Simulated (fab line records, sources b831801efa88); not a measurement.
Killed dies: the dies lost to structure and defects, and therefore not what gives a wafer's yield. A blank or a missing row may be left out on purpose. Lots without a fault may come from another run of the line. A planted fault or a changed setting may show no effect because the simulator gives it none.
The tool behind it: which one?	flow gf180mcu	11 lots with 33 wafers sampled at 4 steps, on a route of 602 steps

## WHAT THE GAUGES READ, wafer by wafer
GF_M3_RS_MEAS_05: measurement is done with a four-point probe. Usual: M3_ALCU_RS typically reads 0.0695 ohm/sq, with standard deviation 0.00069.
lot	measured	on	M3_ALCU_RS (ohm/sq)	flag
L284	day 20 16:13	film_metro-04	0.0701 0.0696 0.0701	
L286	day 21 10:23	film_metro-01	0.0699 0.0690 0.0691	
L288	day 22 05:35	film_metro-01	0.0697 0.0688 0.0701	
L290	day 23 00:28	film_metro-02	0.0698 0.0694 0.0697	
L291	day 23 08:17	film_metro-02	0.0687 0.0685 0.0691	
L292	day 23 19:38	film_metro-01	0.0696 0.0703 0.0696	
L297	day 25 09:19	film_metro-01	0.0695 0.0707 0.0697	
L298	day 25 18:23	film_metro-02	0.0700 0.0695 0.0695	
L299	day 26 00:12	film_metro-02	0.0701 0.0694 0.0692	
L305	day 27 20:46	film_metro-04	0.0707 0.0699 0.0702	
L306	day 28 02:39	film_metro-04	0.0701 0.0698 0.0696	

GF_V3_CD_MEAS_14: target cd 260 nm. Usual: cd_nm at 259.7 nm, with a standard deviation of 1.4.
lot	measured	on	cd_nm (nm)	flag
L284	day 22 16:31	cd_sem-02	261.7 261.3 260.1	
L286	day 23 10:31	cd_sem-02	257.4 258.5 257.9	
L288	day 24 04:01	cd_sem-02	261.1 261.9 261.2	
L290	day 24 22:16	cd_sem-02	261.0 259.8 260.6	
L291	day 25 05:02	cd_sem-01	261.7 261.4 262.4	
L292	day 25 15:58	cd_sem-02	260.0 259.8 260.3	
L297	day 27 05:01	cd_sem-02	274.6 275.4 275.1 274.4 275.0 274.9	OFF
L298	day 27 13:53	cd_sem-02	275.6 272.6 273.7 275.3 272.6 273.4	OFF
L299	day 27 18:33	cd_sem-01	273.3 274.9 274.0 273.7 275.2 274.2	OFF
L305	day 29 13:16	cd_sem-01	259.2 259.0 260.0	
L306	day 29 18:28	cd_sem-02	259.4 257.9 259.4	

## WHICH TOOL RAN EACH LOT (tool, then ch and the chambers of the sampled wafers, then the start)
lot	GF_M3_SPUTTER_01	GF_V3_PEB_12
L284	pvd_sputter-03, day 20 16:06	litho_track-01 ch 0, day 22 16:10
L286	pvd_sputter-01, day 21 10:16	litho_track-01 ch 0, day 23 10:10
L288	pvd_sputter-04, day 22 05:27	litho_track-04 ch 0, day 24 03:37
L290	pvd_sputter-03, day 23 00:20	litho_track-04 ch 0, day 24 21:55
L291	pvd_sputter-03, day 23 08:06	litho_track-01 ch 0, day 25 04:43
L292	pvd_sputter-01, day 23 19:30	litho_track-04 ch 0, day 25 15:37
L297	pvd_sputter-01, day 25 09:10	litho_track-04 ch 0, day 27 04:40
L298	pvd_sputter-04, day 25 18:16	litho_track-04 ch 0, day 27 13:32
L299	pvd_sputter-01, day 26 00:04	litho_track-04 ch 0, day 27 18:13
L305	pvd_sputter-04, day 27 20:38	litho_track-02 ch 0, day 29 12:51
L306	pvd_sputter-04, day 28 02:32	litho_track-02 ch 0, day 29 18:07
- GF_M3_SPUTTER_01: material TiN, target thk 30 nm, time 25 s.
- GF_V3_PEB_12: peb time 90 s.

## AS READ BY THE TOOLS THEMSELVES (means over the sampled wafers that have a number; for cases with no such wafer, the mark the record gives instead)
GF_M3_SPUTTER_01. Usual: cathode_dc_power_W 6499.9 W, standard deviation 1.1; throttle_valve_pct 30.4 %, standard deviation 0.97.
lot	tool	cathode_dc_power_W (W)	throttle_valve_pct (%)	flag
L284	pvd_sputter-03	6500.8	29.9	
L286	pvd_sputter-01	6499.3	30.6	
L288	pvd_sputter-04	6500.1	30.3	
L290	pvd_sputter-03	6501.4	28.6	
L291	pvd_sputter-03	6499.8	29.4	
L292	pvd_sputter-01	6500.3	31.1	
L297	pvd_sputter-01	6499.6	30.8	
L298	pvd_sputter-04	6499.4	30.2	
L299	pvd_sputter-01	6499.4	30.6	
L305	pvd_sputter-04	6499.9	30.9	
L306	pvd_sputter-04	6500.1	31.4	

GF_V3_PEB_12. Usual: heater_power_total_W 85.70 W, standard deviation 0.084; plate_temp_C 135.00 C, standard deviation 0.11.
lot	tool	heater_power_total_W (W)	plate_temp_C (C)	flag
L284	litho_track-01	85.73	135.01	
L286	litho_track-01	85.75	134.99	
L288	litho_track-04	85.67	134.96	
L290	litho_track-04	85.67	134.94	
L291	litho_track-01	85.65	134.94	
L292	litho_track-04	85.71	134.90	
L297	litho_track-04	92.27	142.98	OFF
L298	litho_track-04	92.32	142.97	OFF
L299	litho_track-04	92.38	142.92	OFF
L305	litho_track-02	85.69	135.05	
L306	litho_track-02	85.66	135.05	

## THE ANSWER, worked out from the rows above alone
Rule: take the mean of a lot's wafers that have a number; if it is more than 3 standard deviations from the usual mean, the lot is off. Also off: a lot with no number at a reading for which 4 or more lots have one. The other lots that the step has rows for count as sound. The gauges are gone through in route order, then the tools' own readings, and for those a lot's mean is taken as printed above. The first step at which some lot is off is used, and at that step the reading that is off furthest; a lot without a number counts as furthest.
Off, at GF_V3_CD_MEAS_14 on cd_nm: L297, L298, L299.
A tool fits if, at a process step before that reading, it ran every lot that is off, and no sound lot after the first of them. The gauges at GF_V3_CD_MEAS_14 aren't tried: what is off there is off at GF_V3_PEB_12 too, on other tools, and a gauge's error can't cause that. One fits: GF_V3_PEB_12 on litho_track-04. A fault onset in the window from L292 (day 25 15:37, its last sound lot) to L297 (day 27 04:40, its first lot off) fits.
The tool's own readings at GF_V3_PEB_12 bear it out: on the lots that are off they differ by more than 5 times the standard deviation of the sound lots' means. heater_power_total_W reads 92.32 W there against 85.69 W on the sound lots; plate_temp_C reads 142.96 C there against 134.98 C on the sound lots.

## WHAT HAD BEEN PUT IN BY THE SIMULATOR
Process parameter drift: litho_track-04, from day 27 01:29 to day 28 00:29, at GF_V3_PEB_12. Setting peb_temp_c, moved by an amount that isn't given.
Shown lots that were struck: L297, L298, L299. Same finding as the rule above.
